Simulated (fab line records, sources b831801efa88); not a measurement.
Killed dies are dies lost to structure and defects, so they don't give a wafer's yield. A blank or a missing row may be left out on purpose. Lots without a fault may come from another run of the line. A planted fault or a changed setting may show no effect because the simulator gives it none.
Chamber matching | flow sky130 | SKY_CONTACT_HDPCVD_02 on hdpcvd-02: 3 sister chambers
The step deposits SiO2, target thk 565 nm, time 94.2 s. 16 wafers are shown with their chamber, then 8 later ones without.

WAFERS WITH THEIR CHAMBER
wafer  | chamber | run_length_s (s)
L474.2 | 1       | 121.6
L474.4 | 1       | 121.6
L474.5 | 0       | 122.0
L477.1 | 1       | 121.9
L477.2 | 2       | 121.9
L477.6 | 1       | 121.9
L480.3 | 2       | 122.0
L480.5 | 2       | 122.2
L480.6 | 1       | 122.0
L484.2 | 2       | 122.2
L484.3 | 0       | 122.2
L484.6 | 0       | 122.0
L492.3 | 1       | 121.9
L492.4 | 2       | 122.0
L492.5 | 0       | 122.4
L495.1 | 0       | 122.4

SIGNATURES (means of the wafers above)
reading      | chamber 0 | chamber 1 | chamber 2 | scatter within a chamber
run_length_s | 122.200   | 121.817   | 122.060   | 0.171
Rule: a wafer's distance from a chamber is the root of the sum, over the readings, of the square of ((its reading less the chamber's mean) divided by the reading's scatter). The wafer belongs to the nearest chamber; if the next one is less than 2 further off, it can't be placed. The scatter: the root of (the sum of the squares of (reading less its chamber's mean) over the shown wafers, divided by (wafers less chambers)).

WAFERS WITHOUT THEIR CHAMBER
wafer  | run_length_s (s)
L495.4 | 122.2
L495.6 | 122.2
L496.3 | 122.3
L496.5 | 121.9
L496.6 | 122.1
L497.2 | 122.2
L497.3 | 122.4
L497.6 | 122.6

WHICH CHAMBER EACH WENT THROUGH
wafer  | from the rows above          | in truth
L495.4 | can't be placed: 0 or 2      | 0
L495.6 | can't be placed: 0 or 2      | 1
L496.3 | can't be placed: 0 or 2      | 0
L496.5 | can't be placed: 1 or 2 or 0 | 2
L496.6 | can't be placed: 2 or 0 or 1 | 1
L497.2 | can't be placed: 0 or 2      | 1
L497.3 | can't be placed: 0 or 2      | 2
L497.6 | can't be placed: 0 or 2      | 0
Placed correctly: 0 of 8. Can't be placed from these rows: 8 (the true chamber is among the candidates in 6). Placed wrongly: 0.
